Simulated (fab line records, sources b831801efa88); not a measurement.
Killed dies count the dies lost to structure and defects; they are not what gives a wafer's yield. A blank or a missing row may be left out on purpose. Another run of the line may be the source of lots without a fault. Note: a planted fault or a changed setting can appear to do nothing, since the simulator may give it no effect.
One fault through the eyes of 2 desks + flow sfqLine + only its own numbers are on each desk; what lay behind them is given at the end

## DESK OF THE TOOL OWNER: rieDiel-02
The tool's own readings at SFQ_TRILAYER_I0_VIA_BARC_OPEN_VIA_ETCH_046 (etches BARC in O2, target depth 125 nm, time 41.7 s): means of the sampled wafers that have a number, for each lot that ran on this tool. Marked OUT: a lot whose mean sits more than 4 standard deviations from the usual mean, which makes it out of limits; the brackets give that distance.
Columns: A = drypumpMotorCurrentA at SFQ_TRILAYER_I0_VIA_BARC_OPEN_VIA_ETCH_046, usual 5.8 A; B = oesProductAu at SFQ_TRILAYER_I0_VIA_BARC_OPEN_VIA_ETCH_046, usual 0.685 a.u.
| lot  | first seen here | A   | B     |
|------|-----------------|-----|-------|
| L430 | day 19 04:47    | 5.5 | 0.684 |
| L442 | day 25 04:08    | 5.3 | 0.684 |
| L444 | day 25 17:20    | 6.1 | 0.682 |
This desk's finding: nothing out of limits on any of the 3 lots.

## AT THE METROLOGY DESK
What the gauges read, lot by lot, whatever tool the lot ran on: means of the sampled wafers that have a number. Marked OUT: a lot whose mean sits more than 4 standard deviations from the usual mean, which makes it out of limits; the brackets give that distance.
Columns: A = I0_BOW at SFQ_I0_BOW_MEAS_907, usual 3 um; B = I0_OVL at SFQ_I0_OVL_MEAS_908, usual 0 nm
| lot  | first seen here | A  | B  |
|------|-----------------|----|----|
| L430 | day 13 16:29    | 3  | -2 |
| L440 | day 17 05:47    | -3 | 9  |
| L442 | day 18 06:19    | 0  | 5  |
| L444 | day 18 19:38    | 4  | 4  |
| L447 | day 20 02:49    | 2  | 4  |
| L449 | day 20 20:50    | 12 | 4  |
This desk's finding: nothing out of limits on any of the 6 lots.

## TAKEN TOGETHER
Nothing out of limits was seen by the tool owner's desk.
The metrology desk saw nothing out of limits.

## WHAT THE SIMULATOR HAD PUT IN
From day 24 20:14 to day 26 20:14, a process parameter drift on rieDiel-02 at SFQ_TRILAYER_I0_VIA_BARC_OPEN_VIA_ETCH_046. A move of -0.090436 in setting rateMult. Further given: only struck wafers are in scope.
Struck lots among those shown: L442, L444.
